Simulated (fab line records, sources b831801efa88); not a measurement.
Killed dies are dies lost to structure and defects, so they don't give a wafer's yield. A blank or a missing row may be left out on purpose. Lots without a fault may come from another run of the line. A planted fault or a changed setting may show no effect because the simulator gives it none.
fab line records | flow sky130
record lots=6 wafers=17 last_day=49
route steps=708 shown VIA1@471 METAL2@483 PAD_OPEN@708
lots that met no fault: from a run of the same line without faults
start_h: hours from the record's first day to the start of the lot's first wafer shown | wait_h: hours since the lot's step before | " the same as in the row above | L1.1+2: a row that stands for several wafers | - no value, or no start given | * or withheld: withheld | < > ~ a bound
route shown NAME@n: a module of which the file shows steps, and the number in the route of the first | usual: mean/standard deviation of fault-free wafers | same: alike in all rows | chamber/n: place in a boat | sites: the reading at each site | _std_site: their standard deviation | _edge_site: outer sites' mean less inner sites' | radius_mm: how far each site lies from the wafer's centre | mask NAME#n: copy n | behind: the tool/chamber that last shaped the wafer | hold: why the lot was held/for how many hours/how that ended | device: the transistor (n, p or np) that didn't switch | end of line: the same wafers' tests at the end of the route | a step without rows: its recipe alone | killed: dies lost to structure and defects at the first sort, not the wafer's yield | map: a wafer's dies, x killed, . not, _ none there
set.NAME: the setting as run; set.NAME@STEP: as run at that earlier step | model.NAME: the simulator's own value behind a step, which no gauge read
lots at some steps of the route; a table a step, a row a wafer
services: from which hour (start_h, from the record's first day; less than 0 if before it) a tool's chamber was out of use, for how many hours, and why
## steps
# step SKY_VIA1_OVL_MEAS_13
# usual VIA1_OVL=-2/4.9
# columns lot.wafer tool chamber start_h wait_h VIA1_OVL[nm]
L454.1 overlay-01 - 834.73 0.1 3
L454.4 " - " " -7
L454.5 " - " " -8
L456.3 overlay-01 - 842.94 0.1 0
L456.4 " - " " -2
L456.5 " - " " 7
L458.2 overlay-02 - 874.27 0.1 -5
L458.5 " - " " -2
L458.6 " - " " -3
L462.2 overlay-01 - 894.22 0.1 2
L462.6 " - " " 0
L464.1 overlay-02 - 904.84 0.1 0
L464.2 " - " " 0
L464.5 " - " " -1
L466.1 overlay-01 - 921.34 0.1 5
L466.3 " - " " -4
L466.5 " - " " -1
# step SKY_VIA1_ETCH_14
# recipe chemistry=N2/H2 target=BARC ion_energy_ev=200 source_w=500 bias_w=100 pressure_mtorr=30 n2_flow_sccm=100 h2_flow_sccm=200 stop_on=SiO2 time_s=45.9 target_depth_a=600
# usual drypump_motor_current_A=5.8/0.55 oes_product_au=0.854/0.0048 throttle_valve_pct=13.224/0.0082
# columns lot.wafer tool chamber start_h wait_h drypump_motor_current_A oes_product_au rf_hours_counter_h throttle_valve_pct
L454.1 rie_diel-04 0 834.77 0.0 5.5 0.843 0 13.219
L454.4 " 3 " " 5.9 0.854 14 13.230
L454.5 " 3 " " 5.9 0.849 - 13.227
L456.3 rie_diel-03 3 842.97 0.0 5.4 0.854 10 13.213
L456.4 " 2 " " 6.4 0.842 19 13.224
L456.5 " 3 " " 5.4 0.849 - 13.223
L458.2 rie_diel-04 3 874.30 0.0 5.8 0.856 15 13.220
L458.5 " 2 " " 6.4 0.844 - 13.233
L458.6 " 1 " " 5.1 0.848 - 13.219
L462.2 rie_diel-01 1 894.25 0.0 5.1 0.850 5 13.211
L462.6 " 3 " " 5.1 0.855 - 13.209
L464.1 rie_diel-03 2 904.87 0.0 6.4 0.859 21 13.224
L464.2 " 0 " " 5.9 0.851 10 13.220
L464.5 " 3 " " 5.4 0.850 - 13.222
L466.1 rie_diel-01 2 921.37 0.0 6.7 0.861 5 13.220
L466.3 " 3 " " 5.1 0.852 2 13.219
L466.5 " 0 " " 6.1 0.860 - 13.231
# step SKY_VIA1_ETCH_15
# recipe target=SiO2 chemistry=C4F8/O2/Ar target_depth_nm=351 stop_on=TiN mask_material=KrF-thick source_w=1500 bias_w=1200 pressure_mtorr=40 c4f8_flow_sccm=withheld O2_flow_sccm=6 Ar_flow_sccm=300 time_s=54
# usual oes_product_au=0.981/0.0061
# columns lot.wafer tool chamber start_h wait_h oes_product_au rf_hours_counter_h
L454.1 rie_diel-04 0 834.81 0.0 0.970 0
L454.4 " 3 " " 0.985 14
L454.5 " 3 " " 0.989 -
L456.3 rie_diel-03 3 843.01 0.0 0.979 10
L456.4 " 2 " " 0.983 19
L456.5 " 3 " " 0.970 -
L458.2 rie_diel-04 3 874.34 0.0 0.981 15
L458.5 " 2 " " 0.980 -
L458.6 " 1 " " 0.988 -
L462.2 rie_diel-01 1 894.29 0.0 0.990 5
L462.6 " 3 " " 0.986 -
L464.1 rie_diel-03 2 904.92 0.0 0.979 21
L464.2 " 0 " " 0.978 10
L464.5 " 3 " " 0.989 -
L466.1 rie_diel-01 2 921.42 0.0 0.985 5
L466.3 " 3 " " 0.981 2
L466.5 " 0 " " 0.982 -
# step SKY_VIA1_STRIP_16
# recipe chemistry=O2/N2 power_w=1400 pressure_mtorr=1500 platen_temp_c=withheld o2_flow_sccm=3000 n2_flow_sccm=300 overash_fraction=0.5
# step SKY_VIA1_STRIP_17
# recipe chemistry=post_etch_residue_remover time_s=1200 temp_c=72.5
# step SKY_VIA1_CLEAN_18
# recipe chemistry=IPA time_s=180 temp_c=25
# step SKY_VIA1_CLEAN_19
# recipe chemistry=O3/DIW dry=n2_spin
# step SKY_VIA1_SPUTTER_20
# recipe material=TiN target_thk_nm=20 chamber_pressure_pa=5 power_w=4000 time_s=80
# usual cathode_dc_power_W=4000.0/0.6 throttle_valve_pct=30.2/0.94
# columns lot.wafer tool chamber start_h wait_h cathode_dc_power_W throttle_valve_pct
L454.1 pvd_sputter-04 - 835.45 0.0 4000.6 28.2
L454.4 " - " " 3998.5 30.2
L454.5 " - " " 4000.0 30.5
L456.3 pvd_sputter-01 - 843.68 0.0 3999.4 30.4
L456.4 " - " " 3999.9 29.7
L456.5 " - " " 4001.0 31.7
L458.2 pvd_sputter-01 - 875.01 0.0 3999.5 30.6
L458.5 " - " " 4000.5 30.8
L458.6 " - " " 3999.6 30.4
L462.2 pvd_sputter-04 - 894.93 0.0 3999.8 29.5
L462.6 " - " " 4000.3 29.5
L464.1 pvd_sputter-01 - 905.58 0.0 3999.8 30.9
L464.2 " - " " 3999.8 31.6
L464.5 " - " " 3999.3 30.1
L466.1 pvd_sputter-01 - 922.09 0.0 4000.3 31.4
L466.3 " - " " 4000.4 30.4
L466.5 " - " " 4000.6 29.3
# step SKY_VIA1_CVD_21
# recipe material=W target_thk_nm=270 time_s=80.902 temp_c=400 pressure_torr=40
# step SKY_VIA1_RS_MEAS_22
# recipe thk_meas_gauge=four-point-probe reads=W_of_VIA1_CVD_21+TiN_of_VIA1_SPUTTER_20
# usual VIA1_W_RS=0.431/0.0046
# columns lot.wafer tool chamber start_h wait_h VIA1_W_RS[ohm/sq]
L454.1 film_metro-04 - 835.60 0.1 0.436
L454.4 " - " " 0.427
L454.5 " - " " 0.428
L456.3 film_metro-01 - 843.87 0.1 0.433
L456.4 " - " " 0.427
L456.5 " - " " 0.429
L458.2 film_metro-01 - 875.19 0.1 0.432
L458.5 " - " " 0.437
L458.6 " - " " 0.434
L462.2 film_metro-04 - 895.10 0.1 0.427
L462.6 " - " " 0.428
L464.1 film_metro-03 - 905.74 0.1 0.431
L464.2 " - " " 0.434
L464.5 " - " " 0.436
L466.1 film_metro-03 - 922.25 0.1 0.426
L466.3 " - " " 0.428
L466.5 " - " " 0.429
# step SKY_VIA1_THK_MEAS_23
# recipe thk_meas_gauge=xrf reads=W_of_VIA1_CVD_21
# usual VIA1_W_THK=269.4/2.9
# columns lot.wafer tool chamber start_h wait_h VIA1_W_THK[nm]
L454.1 film_metro-04 - 835.72 0.1 265.6
L454.4 " - " " 273.4
L454.5 " - " " 270.2
L456.3 film_metro-01 - 843.97 0.1 268.6
L456.4 " - " " 272.0
L456.5 " - " " 270.4
L458.2 film_metro-01 - 875.30 0.1 267.7
L458.5 " - " " 264.8
L458.6 " - " " 265.8
L462.2 film_metro-04 - 895.21 0.1 269.1
L462.6 " - " " 268.2
L464.1 film_metro-03 - 905.86 0.1 268.9
L464.2 " - " " 266.4
L464.5 " - " " 266.7
L466.1 film_metro-03 - 922.37 0.1 272.4
L466.3 " - " " 271.3
L466.5 " - " " 271.2
# step SKY_VIA1_CMP_24
# recipe stop_on=SiO2 t_overpolish_s=15 down_force_psi=3.5 platen_rpm=60 target_thk_nm=0 pad_velocity_m_s=0.94248
# usual head_pressure_psi=3.499/0.0071 motor_current_A=11.5/1.6 overpolish_run_s=15.000/0.0085 time_to_endpoint_s=64/3.5
# columns lot.wafer tool chamber start_h wait_h head_pressure_psi motor_current_A overpolish_run_s time_to_endpoint_s
L454.1 cmp-01 0 835.78 0.1 3.506 11.4 14.992 64
L454.4 " 1 " " 3.494 13.3 14.991 68
L454.5 " 1 " " 3.497 13.8 15.000 66
L456.3 cmp-01 3 844.06 0.1 3.495 12.2 14.995 66
L456.4 " 1 " " 3.502 13.2 15.003 67
L456.5 " 3 " " 3.506 11.1 14.991 70
L458.2 cmp-02 1 875.35 0.0 3.500 11.3 14.999 63
L458.6 " 1 " " 3.509 11.6 14.988 61
L458.5 " 2 " " 3.504 12.2 14.999 68
L462.2 cmp-01 2 895.36 0.1 3.487 8.2 14.999 61
L462.6 " 0 " " 3.487 12.1 14.992 65
L464.2 cmp-02 2 905.97 0.1 3.497 12.3 15.009 67
L464.1 " 3 " " 3.499 11.3 14.980 62
L464.5 " 2 " " 3.480 12.1 15.005 65
L466.3 cmp-01 3 922.48 0.1 3.501 12.5 15.004 65
L466.1 " 0 " " 3.499 11.5 15.007 62
L466.5 " 3 " " 3.504 12.1 15.006 66
# step SKY_METAL2_SPUTTER_00
# recipe material=Ti target_thk_nm=15 power_w=3000 time_s=10 chamber_pressure_pa=0.4
# usual cathode_dc_power_W=3000.0/0.57 throttle_valve_pct=30.1/1
# columns lot.wafer tool chamber start_h wait_h cathode_dc_power_W throttle_valve_pct model.Ti_of_METAL2_SPUTTER_00.thk_nm
L454.1 pvd_sputter-03 - 836.08 0.2 2999.8 31.0 15.07
L454.4 " - " " 3000.6 31.6 15.17
L454.5 " - " " 3000.4 31.4 15.02
L456.3 pvd_sputter-02 - 844.31 0.2 2999.5 28.0 14.76
L456.4 " - " " 3000.2 30.2 14.91
L456.5 " - " " 3000.4 30.3 14.9
L458.2 pvd_sputter-02 - 875.65 0.2 3000.9 30.6 14.76
L458.5 " - " " 3278.4 30.0 16.47
L458.6 " - " " 2999.7 30.6 14.84
L462.2 pvd_sputter-02 - 895.56 0.1 3278.3 30.4 16.5
L462.6 " - " " 3000.1 28.2 15.02
L464.1 pvd_sputter-03 - 906.22 0.1 2999.4 31.5 15.02
L464.2 " - " " 3000.2 29.6 14.93
L464.5 " - " " 3000.3 29.6 14.88
L466.1 pvd_sputter-01 - 922.73 0.1 3000.3 30.5 15.3
L466.3 " - " " 2999.6 30.9 14.99
L466.5 " - " " 3000.8 31.2 14.9
# step SKY_METAL2_SPUTTER_01
# recipe material=TiN target_thk_nm=20 power_w=6500 time_s=16.7 chamber_pressure_pa=0.4
# usual cathode_dc_power_W=6500.0/1.4 throttle_valve_pct=30.1/1
# columns lot.wafer tool chamber start_h wait_h cathode_dc_power_W throttle_valve_pct
L454.1 pvd_sputter-03 - 836.10 0.0 6498.7 31.0
L454.4 " - " " 6500.9 31.4
L454.5 " - " " 6498.8 31.6
L456.3 pvd_sputter-02 - 844.34 0.0 6500.0 27.8
L456.4 " - " " 6498.7 30.1
L456.5 " - " " 6502.2 30.1
L458.2 pvd_sputter-02 - 875.67 0.0 6498.6 30.7
L458.5 " - " " 6500.4 30.1
L458.6 " - " " 6500.5 30.6
L462.2 pvd_sputter-02 - 895.58 0.0 6502.2 30.2
L462.6 " - " " 6499.0 27.8
L464.1 pvd_sputter-03 - 906.24 0.0 6500.1 31.4
L464.2 " - " " 6500.0 29.5
L464.5 " - " " 6501.7 29.6
L466.1 pvd_sputter-01 - 922.75 0.0 6499.4 30.4
L466.3 " - " " 6499.5 30.8
L466.5 " - " " 6499.6 31.0
# step SKY_PAD_OPEN_PROBE_99
# usual defect_limited_yield=82.7/2.1 killed_at_M0_to_M3=43/7.2 killed_at_M4_up=3.2/1.8 killed_at_contacts=23/5.6 killed_at_front_end=15/4.6 killed_at_other=0.3/0.71 killed_dies=85/10 killed_open=46/7.8 killed_short=38/6.5 sort_bin_3_pad_short=0.8/0.38 sort_bin_5_function=10.2/1.5 sort_bin_6_memory=6.3/1.2 sort_n_pass=407/10 sort_yield_pct=82.7/2.1
# same gross_dies=492 killed_at_back_side=0 sort_bin_4_leakage[%]=0 sort_bin_8_speed[%]=0
# columns lot.wafer tool chamber start_h wait_h defect_limited_yield[%] killed_at_M0_to_M3 killed_at_M4_up killed_at_contacts killed_at_front_end killed_at_other killed_dies killed_open killed_short sort_bin_3_pad_short[%] sort_bin_5_function[%] sort_bin_6_memory[%] sort_n_pass sort_yield_pct[%]
L454.1 prober-02 - 1110.49 0.1 81.9 46 3 28 12 0 89 50 39 1.4 11.0 5.7 403 81.9
L454.4 prober-02 - 1110.64 0.2 82.1 39 0 33 16 0 88 46 42 0.6 9.8 7.5 404 82.1
L454.5 prober-02 - 1110.69 0.2 85.6 37 3 22 9 0 71 37 34 1.4 7.1 5.9 421 85.6
L456.3 prober-01 - 1115.84 0.2 80.7 49 4 26 16 0 95 51 44 0.8 11.0 7.5 397 80.7
L456.4 prober-01 - 1115.89 0.2 84.3 39 3 20 15 0 77 42 35 1.0 8.1 6.5 415 84.3
L456.5 prober-01 - 1115.94 0.2 79.1 62 2 20 18 1 103 60 43 1.0 11.8 8.1 389 79.1
L458.2 prober-02 - 1139.24 0.1 80.9 44 3 32 15 0 94 54 39 1.2 10.8 7.1 398 80.9
L458.6 prober-02 - 1139.44 0.2 81.7 48 4 21 17 0 90 45 45 1.6 11.6 5.1 402 81.7
L462.2 prober-02 - 1153.49 0.1 81.3 44 3 29 16 0 92 48 44 1.2 9.8 7.7 400 81.3
L462.6 prober-02 - 1153.69 0.2 85.2 30 5 28 10 0 73 38 35 0.8 9.1 4.9 419 85.2
L464.1 prober-02 - 1160.15 0.1 80.3 36 2 34 25 0 97 53 43 1.2 12.0 6.5 395 80.3
L464.2 prober-02 - 1160.20 0.1 82.5 41 2 19 24 0 86 47 38 0.6 8.3 8.5 406 82.5
L464.5 prober-02 - 1160.35 0.2 85.4 36 0 23 13 0 72 41 29 0.6 7.5 6.5 420 85.4
L466.1 prober-02 - 1172.33 0.1 77.4 55 9 32 15 0 111 58 52 1.0 14.4 7.1 381 77.4
L466.3 prober-02 - 1172.43 0.2 81.9 43 3 24 19 0 89 62 26 1.4 10.6 6.1 403 81.9
L466.5 prober-02 - 1172.53 0.2 80.5 43 4 26 23 0 96 47 49 1.4 10.4 7.7 396 80.5
# killed by level:class
L454.1 CONTACT:geometric_particle:open=14 VIA1:geometric_particle:open=11 VIA2:geometric_particle:open=6 CONTACT:geometric_particle:short=5 METAL2:geometric_particle:short=5 VIA3:geometric_particle:open=5 LI_CONTACT:geometric_particle:open=4 METAL3:geometric_particle:short=4
L454.4 CONTACT:geometric_particle:open=18 CONTACT:geometric_particle:short=9 METAL2:geometric_particle:short=7 FIELD_ISO:geometric_particle:open=6 VIA1:geometric_particle:open=6 METAL1:geometric_particle:short=5 VIA2:geometric_particle:short=5 LI_CONTACT:geometric_particle:open=4
L454.5 METAL2:geometric_particle:short=10 LI_CONTACT:geometric_particle:open=8 CONTACT:geometric_particle:short=6 VIA3:geometric_particle:open=6 CONTACT:geometric_particle:open=4 VIA1:geometric_particle:open=4 VIA2:geometric_particle:short=4 FIELD_ISO:geometric_particle:open=3
L456.3 VIA1:geometric_particle:open=9 CONTACT:geometric_particle:short=8 CONTACT:geometric_particle:open=7 VIA2:geometric_particle:short=7 VIA3:geometric_particle:open=7 POLY_GATE:geometric_particle:open=6 LI_CONTACT:geometric_particle:open=6 VIA2:geometric_particle:open=6
L456.4 VIA1:geometric_particle:open=9 LI_CONTACT:geometric_particle:open=8 VIA2:geometric_particle:open=6 FIELD_ISO:geometric_particle:open=5 CONTACT:geometric_particle:open=5 VIA3:geometric_particle:open=5 POLY_GATE:geometric_particle:short=4 LOCAL_INTERCONNECT:geometric_particle:short=4
L456.5 VIA1:geometric_particle:open=15 VIA3:geometric_particle:open=11 CONTACT:geometric_particle:open=10 METAL1:geometric_particle:short=6 VIA2:geometric_particle:open=6 POLY_GATE:geometric_particle:open=4 METAL2:geometric_particle:short=4 METAL3:geometric_particle:short=4
L458.2 CONTACT:geometric_particle:open=12 VIA1:geometric_particle:open=10 VIA2:geometric_particle:open=7 LI_CONTACT:geometric_particle:open=6 METAL1:geometric_particle:short=6 METAL2:geometric_particle:short=6 LOCAL_INTERCONNECT:geometric_particle:short=4 LI_CONTACT:geometric_particle:short=4
L458.6 VIA1:geometric_particle:open=11 VIA3:geometric_particle:open=8 CONTACT:geometric_particle:open=8 FIELD_ISO:geometric_particle:short=5 CONTACT:geometric_particle:short=5 METAL1:geometric_particle:short=5 METAL2:geometric_particle:short=5 LOCAL_INTERCONNECT:geometric_particle:short=4
L462.2 VIA1:geometric_particle:open=12 CONTACT:geometric_particle:open=11 METAL1:geometric_particle:short=7 VIA2:geometric_particle:open=7 CONTACT:geometric_particle:short=6 LI_CONTACT:geometric_particle:open=5 FIELD_ISO:geometric_particle:open=4 METAL2:geometric_particle:short=4
L462.6 VIA1:geometric_particle:open=12 CONTACT:geometric_particle:open=11 LOCAL_INTERCONNECT:geometric_particle:short=6 CONTACT:geometric_particle:short=6 FIELD_ISO:geometric_particle:short=4 LI_CONTACT:geometric_particle:open=4 METAL2:geometric_particle:short=4 VIA2:geometric_particle:open=3
L464.1 CONTACT:geometric_particle:open=13 VIA1:geometric_particle:open=11 FIELD_ISO:geometric_particle:open=8 CONTACT:geometric_particle:short=8 LOCAL_INTERCONNECT:geometric_particle:short=7 METAL1:geometric_particle:short=6 POLY_GATE:geometric_particle:short=5 VIA2:geometric_particle:open=5
L464.2 CONTACT:geometric_particle:open=10 METAL3:geometric_particle:short=6 VIA3:geometric_particle:open=6 FIELD_ISO:geometric_particle:open=5 POLY_GATE:geometric_particle:open=5 METAL1:geometric_particle:short=5 POLY_GATE:geometric_particle:short=4 VIA1:geometric_particle:open=4
L464.5 VIA1:geometric_particle:open=9 LI_CONTACT:geometric_particle:open=7 CONTACT:geometric_particle:open=7 VIA2:geometric_particle:open=6 VIA1:geometric_particle:short=5 FIELD_ISO:geometric_particle:short=4 LI_CONTACT:geometric_particle:short=4 METAL2:geometric_particle:short=4
L466.1 VIA1:geometric_particle:open=13 LI_CONTACT:geometric_particle:open=8 CONTACT:geometric_particle:open=8 METAL1:geometric_particle:short=8 VIA1:geometric_particle:short=7 VIA3:geometric_particle:open=7 CONTACT:geometric_particle:short=6 VIA2:geometric_particle:open=6
L466.3 VIA1:geometric_particle:open=13 FIELD_ISO:geometric_particle:open=11 CONTACT:geometric_particle:open=9 LI_CONTACT:geometric_particle:open=8 VIA3:geometric_particle:open=6 METAL2:geometric_particle:short=5 METAL2:geometric_particle:open=5 METAL1:geometric_particle:short=4
L466.5 VIA1:geometric_particle:open=9 FIELD_ISO:geometric_particle:short=8 METAL2:geometric_particle:short=6 LI_CONTACT:geometric_particle:open=6 LOCAL_INTERCONNECT:geometric_particle:short=6 CONTACT:geometric_particle:open=6 VIA2:geometric_particle:open=6 VIA3:geometric_particle:open=6
## services
# columns tool chamber start_h hours kind
rie_diel-03 0 812.43 3.7 repair
pvd_sputter-02 - 819.61 9.3 repair
pvd_sputter-02 - 821.36 15.1 repair
rie_diel-03 0 831.37 6.7 repair
pvd_sputter-01 - 834.76 4.5 repair
rie_diel-04 0 834.93 7.8 repair
rie_diel-01 3 836.74 - clean
rie_diel-01 3 836.74 18.8 scheduled_down
cmp-01 - 866.27 0.6 repair
pvd_sputter-02 - 867.83 2.4 repair
cmp-02 - 870.84 2.4 repair
pvd_sputter-02 0 875.79 - consumable_replace:kit
pvd_sputter-02 0 875.79 18.0 scheduled_down
pvd_sputter-02 0 875.79 18.0 vent_cycle
cmp-02 - 881.19 3.1 repair
pvd_sputter-03 3 906.36 - consumable_replace:kit
pvd_sputter-03 3 906.36 18.0 scheduled_down
pvd_sputter-03 3 906.36 18.0 vent_cycle
cmp-01 - 912.25 4.0 pm
cmp-01 - 916.25 - consumable_replace:conditioner
cmp-01 - 916.25 - consumable_replace:pad
rie_diel-03 2 918.71 - clean
rie_diel-03 2 918.71 22.4 scheduled_down
rie_diel-03 2 918.71 22.4 vent_cycle
## key
first_sign step=SKY_METAL2_SPUTTER_00 reading=cathode_dc_power_W direction=up sigmas=99+ usual=3000.0 struck=3278.3
effect none on later readings
model_effect step=SKY_METAL2_SPUTTER_00 value=Ti_of_METAL2_SPUTTER_00.thk_nm without=15.09 struck=16.49
met_at SKY_METAL2_SPUTTER_00
struck_wafers L458.5,L462.2
rows_end L458.5
onset_between 844.31 875.65
fault kind=process_parameter_drift tool=pvd_sputter-02 chamber=- onset_h=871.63 steps=SKY_METAL2_SPUTTER_00 channel=power_w offset=* shape=step acts_in=* stated=* scope=struck_wafers_only
# rows_end: these wafers met a further fault down the route, and their rows from its step on are left out
